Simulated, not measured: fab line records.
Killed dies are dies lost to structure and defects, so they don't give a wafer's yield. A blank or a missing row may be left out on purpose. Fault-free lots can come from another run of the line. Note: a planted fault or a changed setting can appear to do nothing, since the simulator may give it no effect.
A struck lot beside a sound one / flow sky130 / 15 out of 708 route steps
Sound: the wafers L800.1, L800.4, L800.5. Wafers struck: L792.4, L792.5, L792.6. Last of all comes the cause.
Per side, at each step with rows, come the tool, then ch with its chambers, and then its first start. Under that, the readings that differ: sound wafers / struck wafers / difference of the means / sigmas: that difference in standard deviations of wafers without a fault.
alike: readings with means less than 2 such deviations apart, plus words and numbers identical on both sides. not compared: withheld readings, readings lacking a value on some wafer, bounds such as >300 that could conceal the same value, and numbers that have no deviation in the record and whose values overlap.
The two part at a step that has a row with sigmas, a row that says differs or no value, or rows on one side only. Numbers that don't overlap but have no deviation are shown without sigmas and don't part them. A reading that every wafer of one side lacks parts them only if that side has two wafers or more.

first, 8 steps without rows for these wafers: SKY_CONTACT_DEHYDRATE_06 (time 60 s); SKY_CONTACT_HMDS_07 (prime time 60 s); SKY_CONTACT_COAT_08 (resist thk 60 nm); SKY_CONTACT_COAT_09 (resist thk 450 nm); SKY_CONTACT_SOFTBAKE_10 (time 90 s); SKY_CONTACT_EXPOSE_11 (exposes mask CTM1, target cd 170 nm); SKY_CONTACT_PEB_12; SKY_CONTACT_DEVELOP_13 (develop time 60 s).
SKY_CONTACT_CD_MEAS_14: the cd target is 170 nm.
  sound on cd-sem-02 at day 37 18:45; struck on cd-sem-01 at day 34 21:26
  alike: cd-nm
SKY_CONTACT_OVL_MEAS_15:
  sound on overlay-02 at day 37 18:52; struck on overlay-02 at day 34 21:31
  alike: CONTACT_OVL
SKY_CONTACT_ETCH_16: etches BARC in N2/H2, stops on SiO2, time 45.9 s, target depth 60 nm.
  sound on rie-diel-03 ch 0,2,3, day 37 18:54; struck on rie-diel-03 ch 0,1,2, day 34 21:32
  alike: bias-w, chamber-pressure-mTorr, drypump-motor-current-A, oes-product-au, throttle-valve-pct
  not compared: rf-hours-counter-h
SKY_CONTACT_ETCH_17: etches SiO2 in C4F8/O2/Ar, stops on Si3N4, target depth 340 nm.
  sound on rie-diel-03 ch 0,2,3, day 37 18:57; struck on rie-diel-03 ch 0,1,2, day 34 21:34
  alike: bias-w, chamber-pressure-mTorr, oes-product-au
SKY_CONTACT_ETCH_18: etches Si3N4 in CHF3/O2, stops on TiN, time 39 s, target depth 75 nm.
  sound on rie-diel-03 ch 0,2,3, day 37 18:00; struck on rie-diel-03 ch 0,1,2, day 34 21:00
reading=bias-w (W); sound=200.0 199.1 200.6; struck=162.1 161.3 162.4; difference=-38.0; sigmas=-60
  alike: O2_flow_sccm, chamber-pressure-mTorr, drypump-motor-current-A, oes-product-au, throttle-valve-pct
  not compared: rf-hours-counter-h
SKY_CONTACT_STRIP_19: strips in O2/N2.
  sound on plasma-asher-03 ch 0,1, day 37 19:02; struck on plasma-asher-03 ch 0,1, day 34 21:42
  alike: chamber-pressure-mTorr, drypump-motor-current-A, oes-product-au, strip-time-to-endpoint-s
  not compared: rf-hours-counter-h
-- the record jumps here: 13 days lie between the struck wafers' starts before and after (it left off in module CONTACT and takes up again in module PAD_OPEN, whose first step shown is number 708 of the route) --
SKY_PAD_OPEN_PROBE_99:
  rows exist in the record for the struck wafers here (prober-02, day 48 06:47), but not for the sound ones

WHERE THEY PART
Last at SKY_PAD_OPEN_PROBE_99 as far as this record goes, first at SKY_CONTACT_ETCH_18.

WHY: what the simulator had put in
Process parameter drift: rie-diel-03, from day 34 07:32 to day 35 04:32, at SKY_CONTACT_ETCH_18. A move of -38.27 in setting bias-w, from 200. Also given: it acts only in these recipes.
